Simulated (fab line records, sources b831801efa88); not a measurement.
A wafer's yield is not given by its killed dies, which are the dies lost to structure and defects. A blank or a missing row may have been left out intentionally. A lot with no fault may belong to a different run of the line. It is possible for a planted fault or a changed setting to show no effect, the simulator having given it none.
fab line records | flow sky130 | part 1 of 2: steps 1 to 28 of 29
record: lots: 7 wafers: 21 last_day: 50
route steps=708 shown LOCAL_INTERCONNECT@396 CONTACT@406 PAD_OPEN@708
lots untouched by any fault: they come from a run of this same line in which no faults occurred
start_h: the number of hours between the record's first day and the start of the first shown wafer of the lot | wait_h: time in hours since the lot's previous step | " same as the row above | L1.1+2: a row that stands for several wafers | - value missing, or start not given | * or withheld: withheld | < > ~ a bound
route shown NAME@n: a module of which the file shows steps, and the number in the route of the first | usual: the fault-free wafers' mean and standard deviation | same: alike in all rows | chamber/n: place in a boat | sites: per-site readings | _std_site: how widely they spread, as a standard deviation | _edge_site: inner sites' mean taken away from outer sites' mean | radius_mm: for every site, how far away it sits from the centre of the wafer | mask NAME#n: copy n | behind: the last tool/chamber to shape the wafer | hold: what put the lot on hold/how long, in hours/how the hold closed | device: names the non-switching transistor (n, p or np) | end of line: tests run on the same wafers once the route is complete | a step without rows: its recipe alone | killed: at the first sort, the dies lost to defects and structure; wafer yield is something else | map: shows each die of a wafer: x if killed, . if not, _ if none is there
set.NAME: the setting as run; set.NAME@STEP: as run at that earlier step | model.NAME: the simulator's own value behind a step, which no gauge read
lots at some steps of the route; a table a step, a row a wafer
services: from which hour (start_h, from the record's first day; less than 0 if before it) a tool's chamber was out of use, for how many hours, and why
== steps ==
step: SKY_LOCAL_INTERCONNECT_PEB_09
recipe: peb_temp_c: withheld peb_time_s: withheld resist: KrF-thick
step: SKY_LOCAL_INTERCONNECT_DEVELOP_10
recipe: develop_time_s: 60 resist: KrF-thick dev_temp_c: 21
step: SKY_LOCAL_INTERCONNECT_CD_MEAS_11
recipe: target_cd_nm: 170
usual: cd_nm: 170.5/1.5
columns lot.wafer tool chamber start_h wait_h cd_nm
L627.1 cd_sem-01 - 740.40 - 169.9
L627.4 " - " " 169.1
L627.5 " - " " 169.7
L631.1 cd_sem-01 - 771.05 - 169.5
L631.4 " - " " 170.3
L631.5 " - " " 170.8
L639.3 cd_sem-02 - 845.93 - 168.2
L639.4 " - " " 170.4
L639.6 " - " " 169.9
L641.2 cd_sem-01 - 851.02 - 171.5
L641.3 " - " " 171.4
L641.6 " - " " 170.9
L640.2 cd_sem-02 - 851.31 - 168.6
L640.5 " - " " 170.1
L640.6 " - " " 168.0
L642.2 cd_sem-02 - 853.61 - 170.4
L642.3 " - " " 171.1
L642.5 " - " " 169.7
L644.1 cd_sem-02 - 890.64 - 170.1
L644.2 " - " " 169.1
L644.6 " - " " 170.3
step: SKY_LOCAL_INTERCONNECT_OVL_MEAS_12
usual: LOCAL_INTERCONNECT_OVL: 0/6.5
columns lot.wafer tool chamber start_h wait_h LOCAL_INTERCONNECT_OVL[nm]
L627.1 overlay-01 - 740.52 0.1 -4
L627.4 " - " " -8
L627.5 " - " " -6
L631.1 overlay-02 - 771.17 0.1 5
L631.4 " - " " 3
L631.5 " - " " -6
L639.3 overlay-01 - 846.02 0.1 5
L639.4 " - " " 3
L639.6 " - " " 4
L641.2 overlay-02 - 851.13 0.1 4
L641.3 " - " " 2
L641.6 " - " " 3
L640.2 overlay-02 - 851.41 0.1 12
L640.5 " - " " 6
L640.6 " - " " 10
L642.2 overlay-01 - 853.71 0.1 -4
L642.3 " - " " 1
L642.5 " - " " 5
L644.1 overlay-02 - 890.76 0.1 -6
L644.2 " - " " -7
L644.6 " - " " -6
step: SKY_LOCAL_INTERCONNECT_ETCH_13
recipe: chemistry: N2/H2 target: BARC ion_energy_ev: 200 bias_w: 100 pressure_mtorr: 30 n2_flow_sccm: 100 h2_flow_sccm: 200 icp_w: 500 stop_on: SiO2 time_s: 45.9 target_depth_a: 600
usual: drypump_motor_current_A: 6.0/0.35 oes_product_au: 0.854/0.005 throttle_valve_pct: 13.224/0.0082
columns lot.wafer tool chamber start_h wait_h drypump_motor_current_A oes_product_au rf_hours_counter_h throttle_valve_pct
L627.1 rie_metal-03 0 740.56 0.0 5.4 0.864 9 13.222
L627.4 " 0 " " 5.4 0.851 - 13.237
L627.5 " 0 " " 5.4 0.856 - 13.207
L631.1 rie_metal-02 1 771.21 0.0 6.0 0.852 14 13.222
L631.4 " 1 " " 6.0 0.869 - 13.223
L631.5 " 1 " " 6.0 0.859 - 13.219
L639.3 rie_metal-04 1 846.08 0.1 6.0 0.859 - 13.221
L639.4 " 1 " " 6.0 0.845 - 13.205
L639.6 " 1 " " 6.0 0.857 - 13.215
L641.2 rie_metal-04 0 851.18 0.0 6.3 0.859 - 13.219
L641.3 " 0 " " 6.3 0.855 - 13.216
L641.6 " 0 " " 6.3 0.857 - 13.226
L640.2 rie_metal-02 1 851.44 0.0 6.0 0.850 1 13.233
L640.5 " 0 " " 5.6 0.850 - 13.234
L640.6 " 1 " " 6.0 0.852 - 13.222
L642.2 rie_metal-03 0 853.74 0.0 5.5 0.854 14 13.222
L642.3 " 0 " " 5.4 0.849 - 13.211
L642.5 " 1 " " 6.4 0.851 - 13.221
L644.1 rie_metal-04 1 890.79 0.0 6.0 0.857 1 13.222
L644.2 " 0 " " 6.3 0.859 9 13.236
L644.6 " 1 " " 6.0 0.858 - 13.236
step: SKY_LOCAL_INTERCONNECT_METAL_ETCH_14
recipe: target_depth_nm: 110 stop_on: PSG chemistry: Cl2/BCl3 target: TiN resist_sidewall_deg: 88 pressure_mtorr: 10 icp_w: 900 bias_w: 48.5 Cl2_flow_sccm: 60 bcl3_flow_sccm: 30 time_s: 31.4
usual: drypump_motor_current_A: 6.0/0.35 oes_product_au: 0.931/0.0067 throttle_valve_pct: 21.907/0.0091
columns lot.wafer tool chamber start_h wait_h drypump_motor_current_A oes_product_au rf_hours_counter_h throttle_valve_pct
L627.1 rie_metal-03 0 740.62 0.0 5.5 0.945 9 21.914
L627.4 " 0 " " 5.5 0.931 - 21.905
L627.5 " 0 " " 5.5 0.935 - 21.897
L631.1 rie_metal-02 1 771.27 0.0 6.0 0.932 14 21.914
L631.4 " 1 " " 6.0 0.926 - 21.906
L631.5 " 1 " " 6.0 0.925 - 21.915
L639.3 rie_metal-04 1 846.20 0.1 6.0 0.931 - 21.897
L639.4 " 1 " " 6.0 0.937 - 21.906
L639.6 " 1 " " 6.0 0.929 - 21.897
L641.2 rie_metal-04 0 851.30 0.1 6.3 0.927 - 21.913
L641.3 " 0 " " 6.3 0.935 - 21.920
L641.6 " 0 " " 6.3 0.932 - 21.906
L640.2 rie_metal-02 1 851.50 0.0 6.0 0.930 1 21.916
L640.5 " 0 " " 5.6 0.934 - 21.913
L640.6 " 1 " " 6.0 0.930 - 21.911
L642.2 rie_metal-03 0 853.80 0.0 5.4 0.927 14 21.897
L642.3 " 0 " " 5.4 0.941 - 21.903
L642.5 " 1 " " 6.4 0.929 - 21.883
L644.1 rie_metal-04 1 890.85 0.0 6.0 0.933 1 21.893
L644.2 " 0 " " 6.3 0.929 9 21.913
L644.6 " 1 " " 6.0 0.920 - 21.915
step: SKY_LOCAL_INTERCONNECT_STRIP_15
recipe: chemistry: O2/N2 power_w: 1400 pressure_mtorr: 1500 platen_temp_c: withheld o2_flow_sccm: 3000 n2_flow_sccm: 300 overash_fraction: 0.5
step: SKY_LOCAL_INTERCONNECT_STRIP_16
recipe: chemistry: post_etch_residue_remover time_s: 1200 temp_c: 72.5
step: SKY_LOCAL_INTERCONNECT_CLEAN_17
recipe: chemistry: IPA time_s: 180 temp_c: 25
step: SKY_LOCAL_INTERCONNECT_CLEAN_18
recipe: chemistry: O3/DIW dry: n2_spin
step: SKY_CONTACT_CVD_00
recipe: material: Si3N4 target_thk_nm: 75 temp_c: 400 time_s: withheld rf_w: 450
usual: heater_power_w: 716/140
columns lot.wafer tool chamber start_h wait_h heater_power_w
L627.1 pecvd-03 0 741.26 0.0 866
L627.4 " 1 " " 531
L627.5 " 2 " " 728
L631.1 pecvd-02 0 772.06 0.0 591
L631.4 " 2 " " 613
L631.5 " 2 " " 614
L639.3 pecvd-02 1 846.86 0.0 822
L639.4 " 2 " " 565
L639.6 " 0 " " 574
L641.2 pecvd-03 2 851.98 0.0 791
L641.3 " 0 " " 899
L641.6 " 2 " " 794
L640.2 pecvd-04 2 852.17 0.0 911
L640.5 " 2 " " 924
L640.6 " 0 " " 682
L642.2 pecvd-02 0 854.45 0.0 547
L642.3 " 1 " " 903
L642.5 " 0 " " 568
L644.1 pecvd-04 1 891.50 0.0 899
L644.2 " 0 " " 695
L644.6 " 1 " " 931
step: SKY_CONTACT_THK_MEAS_01
recipe: reads: Si3N4_of_CONTACT_CVD_00
usual: CONTACT_CVD_00_THK: 74.8/0.86
columns lot.wafer tool chamber start_h wait_h CONTACT_CVD_00_THK[nm]
L627.1 film_metro-01 - 741.29 - 74.8
L627.4 " - " " 76.2
L627.5 " - " " 75.5
L631.1 film_metro-02 - 772.11 - 73.7
L631.4 " - " " 74.4
L631.5 " - " " 73.9
L639.3 film_metro-03 - 846.92 - 73.5
L639.4 " - " " 75.2
L639.6 " - " " 74.9
L641.2 film_metro-02 - 852.02 - 74.2
L641.3 " - " " 75.3
L641.6 " - " " 75.2
L640.2 film_metro-01 - 852.22 - 74.2
L640.5 " - " " 75.2
L640.6 " - " " 75.2
L642.2 film_metro-02 - 854.78 - 75.0
L642.3 " - " " 74.6
L642.5 " - " " 75.7
L644.1 film_metro-03 - 891.53 - 74.5
L644.2 " - " " 74.7
L644.6 " - " " 76.2
step: SKY_CONTACT_HDPCVD_02
recipe: material: SiO2 target_thk_nm: 565 sigma_open_frac: 0.3 time_s: 94.2 temp_c: 600 sih4_flow_sccm: 60 pressure_mtorr: 6
usual: pressure_mtorr: 5.998/0.012 run_length_s: 122.2/0.58
columns lot.wafer tool chamber start_h wait_h pressure_mtorr run_length_s
L627.1 hdpcvd-01 2 741.35 0.1 6.020 122.3
L627.4 " 0 " " 6.000 121.3
L627.5 " 2 " " 5.996 122.4
L631.1 hdpcvd-01 0 772.17 0.1 5.999 121.6
L631.4 " 0 " " 6.001 121.6
L631.5 " 1 " " 5.998 122.0
L639.3 hdpcvd-02 0 846.96 0.0 - -
L639.4 " 0 " " - -
L639.6 " 1 " " - -
L641.2 hdpcvd-01 2 852.07 0.0 - -
L641.3 " 1 " " - -
L641.6 " 0 " " - -
L640.2 hdpcvd-02 0 852.27 0.0 - -
L640.5 " 2 " " - -
L640.6 " 0 " " - -
L642.2 hdpcvd-01 0 854.83 0.0 5.974 121.3
L642.3 " 1 " " 5.993 121.2
L642.5 " 1 " " 5.985 122.1
L644.1 hdpcvd-01 1 891.59 0.1 6.010 121.4
L644.2 " 2 " " 5.995 122.7
L644.6 " 2 " " 6.003 122.3
step: SKY_CONTACT_CMP_04
recipe: material: SiO2 down_force_psi: 4 platen_rpm: 60 pad_velocity_m_s: 0.94248
step: SKY_CONTACT_BOW_MEAS_05
recipe: mode: bow
usual: CONTACT_BOW: 81/7
columns lot.wafer tool chamber start_h wait_h CONTACT_BOW[um]
L627.1 film_metro-01 - 741.78 0.1 77
L627.4 " - " " 82
L627.5 " - " " 70
L631.1 film_metro-02 - 773.03 0.2 75
L631.4 " - " " 66
L631.5 " - " " 82
L639.3 film_metro-02 - 847.42 0.2 63
L639.4 " - " " 62
L639.6 " - " " 74
L641.2 film_metro-01 - 852.52 0.2 66
L641.3 " - " " 62
L641.6 " - " " 67
L640.2 film_metro-02 - 852.74 0.1 63
L640.5 " - " " 70
L640.6 " - " " 72
L642.2 film_metro-02 - 855.28 0.2 85
L642.3 " - " " 86
L642.5 " - " " 76
L644.1 film_metro-03 - 892.02 0.2 80
L644.2 " - " " 68
L644.6 " - " " 71
step: SKY_CONTACT_DEHYDRATE_06
recipe: temp_c: 200 time_s: 60
step: SKY_CONTACT_HMDS_07
recipe: prime_time_s: 60 prime_temp_c: 120
step: SKY_CONTACT_COAT_08
recipe: resist: BARC temp_c: withheld time_s: withheld spin_rpm: 3000 resist_thk_nm: 60
step: SKY_CONTACT_COAT_09
recipe: resist: KrF-thick spin_rpm: 3000 resist_thk_nm: 450
step: SKY_CONTACT_SOFTBAKE_10
recipe: temp_c: 100 time_s: 90 resist: KrF-thick
step: SKY_CONTACT_EXPOSE_11
recipe: mask_id: CTM1 na: 0.8 source_shape: annular sigma_inner: 0.55 sigma_outer: 0.85 target_cd_nm: 170 dose_mj: 38
step: SKY_CONTACT_PEB_12
recipe: peb_temp_c: withheld peb_time_s: withheld resist: KrF-thick
step: SKY_CONTACT_DEVELOP_13
recipe: develop_time_s: 60.94 resist: KrF-thick dev_temp_c: 21
step: SKY_CONTACT_CD_MEAS_14
recipe: target_cd_nm: 170
usual: cd_nm: 169.2/1.8
columns lot.wafer tool chamber start_h wait_h cd_nm
L627.1 cd_sem-02 - 768.83 - 166.4
L627.4 " - " " 167.3
L627.5 " - " " 166.9
L631.1 cd_sem-01 - 799.23 - 165.9
L631.4 " - " " 167.0
L631.5 " - " " 167.0
L639.3 cd_sem-02 - 872.46 - 167.5
L639.4 " - " " 169.0
L639.6 " - " " 169.2
L641.2 cd_sem-01 - 878.09 - 169.6
L641.3 " - " " 167.6
L641.6 " - " " 168.0
L640.2 cd_sem-02 - 878.30 - 174.4
L640.5 " - " " 173.0
L640.6 " - " " 173.0
L642.2 cd_sem-02 - 880.79 - 170.9
L642.3 " - " " 170.8
L642.5 " - " " 170.8
L644.1 cd_sem-02 - 917.37 - 171.2
L644.2 " - " " 170.0
L644.6 " - " " 169.7
step: SKY_CONTACT_OVL_MEAS_15
usual: CONTACT_OVL: 0/5.4
columns lot.wafer tool chamber start_h wait_h CONTACT_OVL[nm]
L627.1 overlay-01 - 768.95 0.1 -4
L627.4 " - " " 4
L627.5 " - " " 6
L631.1 overlay-01 - 799.35 0.1 3
L631.4 " - " " 11
L631.5 " - " " 0
L639.3 overlay-01 - 872.55 0.1 3
L639.4 " - " " -2
L639.6 " - " " -2
L641.2 overlay-01 - 878.19 0.1 -3
L641.3 " - " " -6
L641.6 " - " " 1
L640.2 overlay-02 - 878.40 0.1 4
L640.5 " - " " 7
L640.6 " - " " -7
L642.2 overlay-01 - 880.89 0.1 -4
L642.3 " - " " -3
L642.5 " - " " -10
L644.1 overlay-01 - 917.49 0.1 -12
L644.2 " - " " -4
L644.6 " - " " -8
step: SKY_CONTACT_ETCH_16
recipe: chemistry: N2/H2 target: BARC ion_energy_ev: 200 source_w: 500 bias_w: 100 pressure_mtorr: 30 n2_flow_sccm: 100 h2_flow_sccm: 200 stop_on: SiO2 time_s: 45.9 target_depth_a: 600
usual: drypump_motor_current_A: 5.9/0.47 oes_product_au: 0.854/0.0044 throttle_valve_pct: 13.226/0.0092
columns lot.wafer tool chamber start_h wait_h drypump_motor_current_A oes_product_au rf_hours_counter_h throttle_valve_pct
L627.1 rie_diel-01 0 768.99 0.0 6.1 0.856 45 13.228
L627.4 " 2 " " 6.1 0.849 - 13.216
L627.5 " 0 " " 6.1 0.851 - 13.230
L631.1 rie_diel-03 2 799.38 0.0 5.0 0.860 2 13.230
L631.4 " 1 " " 5.3 0.858 13 13.232
L631.5 " 0 " " 5.8 0.850 - 13.217
L639.3 rie_diel-03 2 872.57 0.0 5.0 0.850 4 13.246
L639.4 " 3 " " 5.8 0.852 - 13.236
L639.6 " 2 " " 5.0 0.856 - 13.214
L641.2 rie_diel-02 3 878.22 0.0 6.5 0.854 4 13.233
L641.3 " 2 " " 6.1 0.852 11 13.222
L641.6 " 2 " " 6.2 0.855 - 13.232
L640.2 rie_diel-03 2 878.43 0.0 5.0 0.861 5 13.230
L640.5 " 3 " " 5.8 0.849 - 13.225
L640.6 " 2 " " 5.0 0.856 - 13.213
L642.2 rie_diel-03 1 880.92 0.0 5.3 0.855 16 13.223
L642.3 " 3 " " 5.8 0.860 12 13.245
L642.5 " 2 " " 5.0 0.855 - 13.234
L644.1 rie_diel-03 2 917.52 0.0 5.0 0.858 6 13.214
L644.2 " 3 " " 5.8 0.854 13 13.214
L644.6 " 3 " " 5.8 0.854 - 13.223
step: SKY_CONTACT_ETCH_17
recipe: target: SiO2 chemistry: C4F8/O2/Ar stop_on: Si3N4 mask_material: KrF-thick source_w: 1500 bias_w: 1200 pressure_mtorr: 40 c4f8_flow_sccm: withheld O2_flow_sccm: 6 Ar_flow_sccm: 300 time_s: withheld target_depth_a: 3400
usual: oes_product_au: 0.892/0.0048
columns lot.wafer tool chamber start_h wait_h oes_product_au model.etch.depth_nm
L627.1 rie_diel-01 0 769.03 0.0 0.899 339.6
L627.4 " 2 " " 0.889 339.7
L627.5 " 0 " " 0.887 339.7
L631.1 rie_diel-03 2 799.42 0.0 0.888 341.1
L631.4 " 1 " " 0.888 340.7
L631.5 " 0 " " 0.895 340.4
L639.3 rie_diel-03 2 872.62 0.0 0.380 0
L639.4 " 3 " " 0.380 0
L639.6 " 2 " " 0.377 0
L641.2 rie_diel-02 3 878.27 0.0 0.376 0
L641.3 " 2 " " 0.382 0
L641.6 " 2 " " 0.377 0
L640.2 rie_diel-03 2 878.47 0.0 0.375 0
L640.5 " 3 " " 0.367 0
L640.6 " 2 " " 0.383 0
L642.2 rie_diel-03 1 880.97 0.0 0.894 341.3
L642.3 " 3 " " 0.903 340.6
L642.5 " 2 " " 0.896 340.9
L644.1 rie_diel-03 2 917.57 0.0 0.894 340.3
L644.2 " 3 " " 0.895 340
L644.6 " 3 " " 0.892 339.1
step: SKY_CONTACT_ETCH_18
recipe: target: Si3N4 chemistry: CHF3/O2 stop_on: TiN source_w: 600 bias_w: 200 pressure_mtorr: 40 chf3_flow_sccm: 50 O2_flow_sccm: 5 time_s: 39 target_depth_a: 750
usual: drypump_motor_current_A: 5.9/0.47 oes_product_au: 0.853/0.0074 throttle_valve_pct: 8.792/0.0095
columns lot.wafer tool chamber start_h wait_h drypump_motor_current_A oes_product_au rf_hours_counter_h throttle_valve_pct
L627.1 rie_diel-01 0 - - 6.1 0.850 45 8.789
L627.4 " 2 " " 6.1 0.862 - 8.786
L627.5 " 0 " " 6.1 0.854 - 8.797
L631.1 rie_diel-03 2 - - 5.0 0.841 2 8.797
L631.4 " 1 " " 5.3 0.851 13 8.785
L631.5 " 0 " " 5.8 0.843 - 8.796
L639.3 rie_diel-03 2 - - 5.0 0.848 4 8.775
L639.4 " 3 " " 5.8 0.853 - 8.788
L639.6 " 2 " " 5.0 0.854 - 8.791
L641.2 rie_diel-02 3 - - 6.5 0.850 4 8.792
L641.3 " 2 " " 6.1 0.863 11 8.802
L641.6 " 2 " " 6.1 0.852 - 8.800
L640.2 rie_diel-03 2 - - 5.0 0.859 5 8.797
L640.5 " 3 " " 5.9 0.855 - 8.787
L640.6 " 2 " " 5.0 0.846 - 8.788
L642.2 rie_diel-03 1 - - 5.3 0.852 16 8.787
L642.3 " 3 " " 5.8 0.844 12 8.787
L642.5 " 2 " " 5.0 0.860 - 8.792
L644.1 rie_diel-03 2 - - 5.0 0.852 6 8.785
L644.2 " 3 " " 5.8 0.851 13 8.795
L644.6 " 3 " " 5.8 0.867 - 8.791
== key ==
first_sign: step: SKY_CONTACT_HDPCVD_02 reading: tool_record direction: missing
effect: step: SKY_CONTACT_BOW_MEAS_05 reading: CONTACT_BOW direction: down sigmas: 2.1 usual: 81 struck: 67 wafers_moved: 6
effect: step: SKY_CONTACT_ETCH_17 reading: oes_product_au direction: down sigmas: 99+ usual: 0.892 struck: 0.377
effect: step: SKY_PAD_OPEN_PROBE_99 reading: killed_at_contacts direction: up sigmas: 81 usual: 24 struck: 478
model_effect: step: SKY_CONTACT_ETCH_17 value: etch.depth_nm without: 340 struck: 0
met_at SKY_CONTACT_HDPCVD_02
struck_wafers L639.3,L639.4,L639.6,L640.2,L640.5,L640.6,L641.2,L641.3,L641.6
later_rows_left_out L639.3,L639.4,L639.6,L640.2,L640.5,L640.6,L641.2,L641.3,L641.6
tester_left_out L639,L640,L641
onset_between 772.17 846.96
fault: kind: skipped_step_whole tool: hdpcvd-01,hdpcvd-02 chamber: - onset_h: 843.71 steps: SKY_CONTACT_HDPCVD_02 scope: struck_lots_only
tester_left_out: of these lots the tester's yield and bins aren't shown, on N5 and GAA mostly nor the transistor test; their killed dies are dies lost to structure and defects alone, not to doping, threshold or leakage, so they don't give the yield
later_rows_left_out: the simulator's readings of these wafers behind a module that went badly wrong aren't trusted and aren't shown, but for the sort
